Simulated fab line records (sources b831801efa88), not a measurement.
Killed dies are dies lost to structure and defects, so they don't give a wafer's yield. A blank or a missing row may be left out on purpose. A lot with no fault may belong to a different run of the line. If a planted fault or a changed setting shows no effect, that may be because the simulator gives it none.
Which tool is to blame? :: flow gf180mcu :: Sampling: 11 lots, 33 wafers, 6 of 602 route steps

== WHAT THE GAUGES SHOWED, per wafer ==
GF_M3_RS_MEAS_05: measurement is done with a four-point probe. Usual: for M3_ALCU_RS the level is 0.0694 ohm/sq and the standard deviation is 0.00091.
lot: L469
measured: day 21 13:16
on: film-metro-01
M3_ALCU_RS (ohm/sq): 0.0698 0.0682 0.0707
flag: 

lot: L472
measured: day 22 15:31
on: film-metro-01
M3_ALCU_RS (ohm/sq): 0.0692 0.0691 0.0701
flag: 

lot: L473
measured: day 22 19:14
on: film-metro-03
M3_ALCU_RS (ohm/sq): 0.0711 0.0704 0.0697
flag: 

lot: L474
measured: day 23 08:49
on: film-metro-03
M3_ALCU_RS (ohm/sq): 0.0703 0.0710 0.0704
flag: 

lot: L476
measured: day 24 01:59
on: film-metro-01
M3_ALCU_RS (ohm/sq): 0.0717 0.0686 0.0705
flag: 

lot: L477
measured: day 24 07:58
on: film-metro-03
M3_ALCU_RS (ohm/sq): 0.0698 0.0704 0.0707
flag: 

lot: L478
measured: day 24 23:31
on: film-metro-03
M3_ALCU_RS (ohm/sq): 0.0688 0.0693 0.0675
flag: 

lot: L480
measured: day 25 09:43
on: film-metro-03
M3_ALCU_RS (ohm/sq): 0.0696 0.0696 0.0680
flag: 

lot: L481
measured: day 25 17:47
on: film-metro-01
M3_ALCU_RS (ohm/sq): 0.0697 0.0692 0.0691
flag: 

lot: L487
measured: day 27 14:52
on: film-metro-03
M3_ALCU_RS (ohm/sq): 0.0690 0.0685 0.0697
flag: 

lot: L489
measured: day 28 00:53
on: film-metro-02
M3_ALCU_RS (ohm/sq): 0.0680 0.0691 0.0708
flag: 

GF_M3_OVL_MEAS_15. Usual: for M3_OVL the level is -1 nm and the standard deviation is 7.1.
lot: L469
measured: day 22 12:43
on: overlay-01
M3_OVL (nm): 0 0 15
flag: 

lot: L472
measured: day 23 14:49
on: overlay-02
M3_OVL (nm): -9 -9 -8
flag: 

lot: L473
measured: day 23 17:49
on: overlay-01
M3_OVL (nm): -10 -7 -15
flag: 

lot: L474
measured: day 24 07:29
on: overlay-02
M3_OVL (nm): 0 -5 0
flag: 

lot: L476
measured: day 25 00:01
on: overlay-02
M3_OVL (nm): 8 3 -2
flag: 

lot: L477
measured: day 25 05:43
on: overlay-02
M3_OVL (nm): 7 1 -6
flag: 

lot: L478
measured: day 25 20:49
on: overlay-02
M3_OVL (nm): 11 14 11
flag: 

lot: L480
measured: day 26 06:55
on: overlay-01
M3_OVL (nm): 4 3 3
flag: 

lot: L481
measured: day 26 14:22
on: overlay-02
M3_OVL (nm): -1 -6 1
flag: 

lot: L487
measured: day 28 10:55
on: overlay-01
M3_OVL (nm): 2 -5 -5
flag: 

lot: L489
measured: day 28 20:37
on: overlay-01
M3_OVL (nm): 4 -5 1
flag: 

GF_V3_THK_MEAS_01. Usual: for V3_CVD_00_THK the level is 600 nm and the standard deviation is 7.7.
lot: L469
measured: day 22 13:29
on: film-metro-03
V3_CVD_00_THK (nm): 609 602 605
flag: 

lot: L472
measured: day 23 15:37
on: film-metro-01
V3_CVD_00_THK (nm): 589 600 589
flag: 

lot: L473
measured: day 23 18:45
on: film-metro-03
V3_CVD_00_THK (nm): 591 590 602
flag: 

lot: L474
measured: day 24 08:16
on: film-metro-03
V3_CVD_00_THK (nm): 603 603 604
flag: 

lot: L476
measured: day 25 00:47
on: film-metro-04
V3_CVD_00_THK (nm): 613 612 605
flag: 

lot: L477
measured: day 25 06:43
on: film-metro-01
V3_CVD_00_THK (nm): 1185 1183 1201
flag: OFF

lot: L478
measured: day 25 21:38
on: film-metro-04
V3_CVD_00_THK (nm): 601 592 585
flag: 

lot: L480
measured: day 26 07:58
on: film-metro-03
V3_CVD_00_THK (nm): 1206 1206 1215
flag: OFF

lot: L481
measured: day 26 15:13
on: film-metro-03
V3_CVD_00_THK (nm): 610 607 611
flag: 

lot: L487
measured: day 28 11:41
on: film-metro-04
V3_CVD_00_THK (nm): 591 591 592
flag: 

lot: L489
measured: day 28 21:24
on: film-metro-03
V3_CVD_00_THK (nm): 593 581 600
flag: 

GF_V3_BOW_MEAS_05. Usual: for V3_BOW the level is 114 um and the standard deviation is 7.4.
lot: L469
measured: day 22 13:59
on: film-metro-03
V3_BOW (um): 113 116 108
flag: 

lot: L472
measured: day 23 16:16
on: film-metro-04
V3_BOW (um): 105 109 104
flag: 

lot: L473
measured: day 23 19:14
on: film-metro-03
V3_BOW (um): 108 112 115
flag: 

lot: L474
measured: day 24 08:58
on: film-metro-03
V3_BOW (um): 109 105 102
flag: 

lot: L476
measured: day 25 01:16
on: film-metro-03
V3_BOW (um): 120 110 124
flag: 

lot: L477
measured: day 25 07:13
on: film-metro-01
V3_BOW (um): 150 155 152
flag: OFF

lot: L478
measured: day 25 22:08
on: film-metro-04
V3_BOW (um): 112 110 114
flag: 

lot: L480
measured: day 26 08:31
on: film-metro-03
V3_BOW (um): 150 135 152
flag: OFF

lot: L481
measured: day 26 15:43
on: film-metro-03
V3_BOW (um): 128 115 112
flag: 

lot: L487
measured: day 28 12:12
on: film-metro-03
V3_BOW (um): 112 105 111
flag: 

lot: L489
measured: day 28 21:54
on: film-metro-01
V3_BOW (um): 107 107 113
flag: 

== EACH LOT AND THE TOOL THAT RAN IT (in order: tool; ch and the chambers of the sampled wafers; start) ==
lot: L469
GF_M3_STRIP_17: plasma-asher-04 ch 0,1, day 22 12:53
GF_V3_CVD_00: hdpcvd-02 ch 0,1,2, day 22 13:25

lot: L472
GF_M3_STRIP_17: plasma-asher-01 ch 0,1, day 23 14:59
GF_V3_CVD_00: hdpcvd-01 ch 0,1, day 23 15:31

lot: L473
GF_M3_STRIP_17: plasma-asher-03 ch 1, day 23 18:07
GF_V3_CVD_00: hdpcvd-01 ch 0,1, day 23 18:38

lot: L474
GF_M3_STRIP_17: plasma-asher-04 ch 0,1, day 24 07:40
GF_V3_CVD_00: hdpcvd-02 ch 0,1,2, day 24 08:12

lot: L476
GF_M3_STRIP_17: plasma-asher-03 ch 0,1, day 25 00:11
GF_V3_CVD_00: hdpcvd-02 ch 0,1,2, day 25 00:43

lot: L477
GF_M3_STRIP_17: plasma-asher-03 ch 0,1, day 25 05:53
GF_V3_CVD_00: hdpcvd-01 ch 0,1, day 25 06:25

lot: L478
GF_M3_STRIP_17: plasma-asher-04 ch 0,1, day 25 21:01
GF_V3_CVD_00: hdpcvd-01 ch 0,1,2, day 25 21:32

lot: L480
GF_M3_STRIP_17: plasma-asher-01 ch 0,1, day 26 07:04
GF_V3_CVD_00: hdpcvd-02 ch 0,1,2, day 26 07:39

lot: L481
GF_M3_STRIP_17: plasma-asher-01 ch 0,1, day 26 14:32
GF_V3_CVD_00: hdpcvd-02 ch 0,1,2, day 26 15:09

lot: L487
GF_M3_STRIP_17: plasma-asher-04 ch 0,1, day 28 11:05
GF_V3_CVD_00: hdpcvd-01 ch 0,2, day 28 11:36

lot: L489
GF_M3_STRIP_17: plasma-asher-04 ch 0, day 28 20:47
GF_V3_CVD_00: hdpcvd-01 ch 1,2, day 28 21:19
- GF_M3_STRIP_17: strips in O2/N2.
- GF_V3_CVD_00: deposits SiO2, target thk 600 nm, time 100 s.

== WHAT THE TOOLS THEMSELVES READ (means of the sampled wafers that have a number; where no wafer has one, the mark that the record gives instead) ==
GF_M3_STRIP_17. Usual: for drypump-motor-current-A, 5.6 A with a standard deviation of 0.53; for heater-power-w, 357 W with a standard deviation of 37; for n2-flow-sccm, 300.0 sccm with a standard deviation of 0.9; for o2-flow-sccm, 3000 sccm with a standard deviation of 9.5; for oes-product-au, 0.539 a.u. with a standard deviation of 0.0053; for platen-temp-c, 250.00 C with a standard deviation of 0.16; for strip-time-to-endpoint-s, 7.43 s with a standard deviation of 0.072.
lot: L469
tool: plasma-asher-04
drypump-motor-current-A (A): 5.6
heater-power-w (W): 339
n2-flow-sccm (sccm): 299.2
o2-flow-sccm (sccm): 3006
oes-product-au (a.u.): 0.536
platen-temp-c (C): 250.03
strip-time-to-endpoint-s (s): 7.35
flag: 

lot: L472
tool: plasma-asher-01
drypump-motor-current-A (A): 5.9
heater-power-w (W): 366
n2-flow-sccm (sccm): 300.6
o2-flow-sccm (sccm): 2994
oes-product-au (a.u.): 0.538
platen-temp-c (C): 249.87
strip-time-to-endpoint-s (s): 7.42
flag: 

lot: L473
tool: plasma-asher-03
drypump-motor-current-A (A): 5.7
heater-power-w (W): 320
n2-flow-sccm (sccm): 299.2
o2-flow-sccm (sccm): 2986
oes-product-au (a.u.): 0.540
platen-temp-c (C): 250.10
strip-time-to-endpoint-s (s): 7.47
flag: 

lot: L474
tool: plasma-asher-04
drypump-motor-current-A (A): 5.6
heater-power-w (W): 344
n2-flow-sccm (sccm): 299.3
o2-flow-sccm (sccm): 2992
oes-product-au (a.u.): 0.538
platen-temp-c (C): 249.92
strip-time-to-endpoint-s (s): 7.35
flag: 

lot: L476
tool: plasma-asher-03
drypump-motor-current-A (A): 5.4
heater-power-w (W): 350
n2-flow-sccm (sccm): 298.5
o2-flow-sccm (sccm): 3000
oes-product-au (a.u.): 0.539
platen-temp-c (C): 249.81
strip-time-to-endpoint-s (s): 7.43
flag: 

lot: L477
tool: plasma-asher-03
drypump-motor-current-A (A): 5.0
heater-power-w (W): 393
n2-flow-sccm (sccm): 300.0
o2-flow-sccm (sccm): 3006
oes-product-au (a.u.): 0.535
platen-temp-c (C): 250.04
strip-time-to-endpoint-s (s): 7.38
flag: 

lot: L478
tool: plasma-asher-04
drypump-motor-current-A (A): 5.5
heater-power-w (W): 328
n2-flow-sccm (sccm): 299.4
o2-flow-sccm (sccm): 3004
oes-product-au (a.u.): 0.539
platen-temp-c (C): 250.03
strip-time-to-endpoint-s (s): 7.37
flag: 

lot: L480
tool: plasma-asher-01
drypump-motor-current-A (A): 6.0
heater-power-w (W): 362
n2-flow-sccm (sccm): 300.4
o2-flow-sccm (sccm): 2990
oes-product-au (a.u.): 0.545
platen-temp-c (C): 250.12
strip-time-to-endpoint-s (s): 7.53
flag: 

lot: L481
tool: plasma-asher-01
drypump-motor-current-A (A): 6.2
heater-power-w (W): 377
n2-flow-sccm (sccm): 301.8
o2-flow-sccm (sccm): 2995
oes-product-au (a.u.): 0.537
platen-temp-c (C): 249.97
strip-time-to-endpoint-s (s): 7.37
flag: 

lot: L487
tool: plasma-asher-04
drypump-motor-current-A (A): 5.6
heater-power-w (W): 342
n2-flow-sccm (sccm): 299.6
o2-flow-sccm (sccm): 3009
oes-product-au (a.u.): 0.540
platen-temp-c (C): 250.11
strip-time-to-endpoint-s (s): 7.53
flag: 

lot: L489
tool: plasma-asher-04
drypump-motor-current-A (A): 5.3
heater-power-w (W): 321
n2-flow-sccm (sccm): 300.6
o2-flow-sccm (sccm): 3009
oes-product-au (a.u.): 0.542
platen-temp-c (C): 249.83
strip-time-to-endpoint-s (s): 7.46
flag: 

GF_V3_CVD_00. Usual: pressure-mtorr 6.001 mTorr, standard deviation 0.011; sih4-flow-sccm 59.98 sccm, standard deviation 0.19.
lot: L469
tool: hdpcvd-02
pressure-mtorr (mTorr): 5.999
sih4-flow-sccm (sccm): 59.98
flag: 

lot: L472
tool: hdpcvd-01
pressure-mtorr (mTorr): 5.994
sih4-flow-sccm (sccm): 59.95
flag: 

lot: L473
tool: hdpcvd-01
pressure-mtorr (mTorr): 6.001
sih4-flow-sccm (sccm): 59.92
flag: 

lot: L474
tool: hdpcvd-02
pressure-mtorr (mTorr): 6.005
sih4-flow-sccm (sccm): 59.98
flag: 

lot: L476
tool: hdpcvd-02
pressure-mtorr (mTorr): 5.997
sih4-flow-sccm (sccm): 59.97
flag: 

lot: L477
tool: hdpcvd-01
pressure-mtorr (mTorr): 5.998
sih4-flow-sccm (sccm): 59.99
flag: 

lot: L478
tool: hdpcvd-01
pressure-mtorr (mTorr): 6.006
sih4-flow-sccm (sccm): 60.04
flag: 

lot: L480
tool: hdpcvd-02
pressure-mtorr (mTorr): 5.998
sih4-flow-sccm (sccm): 59.88
flag: 

lot: L481
tool: hdpcvd-02
pressure-mtorr (mTorr): 5.996
sih4-flow-sccm (sccm): 60.03
flag: 

lot: L487
tool: hdpcvd-01
pressure-mtorr (mTorr): 6.006
sih4-flow-sccm (sccm): 59.90
flag: 

lot: L489
tool: hdpcvd-01
pressure-mtorr (mTorr): 6.005
sih4-flow-sccm (sccm): 60.03
flag: 

== THE ANSWER, worked out from the rows above alone ==
Rule: take the mean of a lot's wafers that have a number; if it is more than 3 standard deviations from the usual mean, the lot is off. Also off: a lot with no number at a reading for which 4 or more lots have one. Where the step has rows for the other lots, those lots are counted as sound. After the gauges, taken in route order, come the tools' own readings; for these a lot's mean is taken, as printed above. At the first step where some lot is off, the reading lying furthest off is the one used; lots without a number count as furthest.
Off: L477, L480, at GF_V3_THK_MEAS_01 (V3_CVD_00_THK).
A tool fits if, at a process step before that reading, it ran every lot that is off, and no sound lot after the first of them. The gauges at GF_V3_THK_MEAS_01 are tried like those tools. Not one of the candidates tried fits.

== WHAT WAS PUT IN BY THE SIMULATOR ==
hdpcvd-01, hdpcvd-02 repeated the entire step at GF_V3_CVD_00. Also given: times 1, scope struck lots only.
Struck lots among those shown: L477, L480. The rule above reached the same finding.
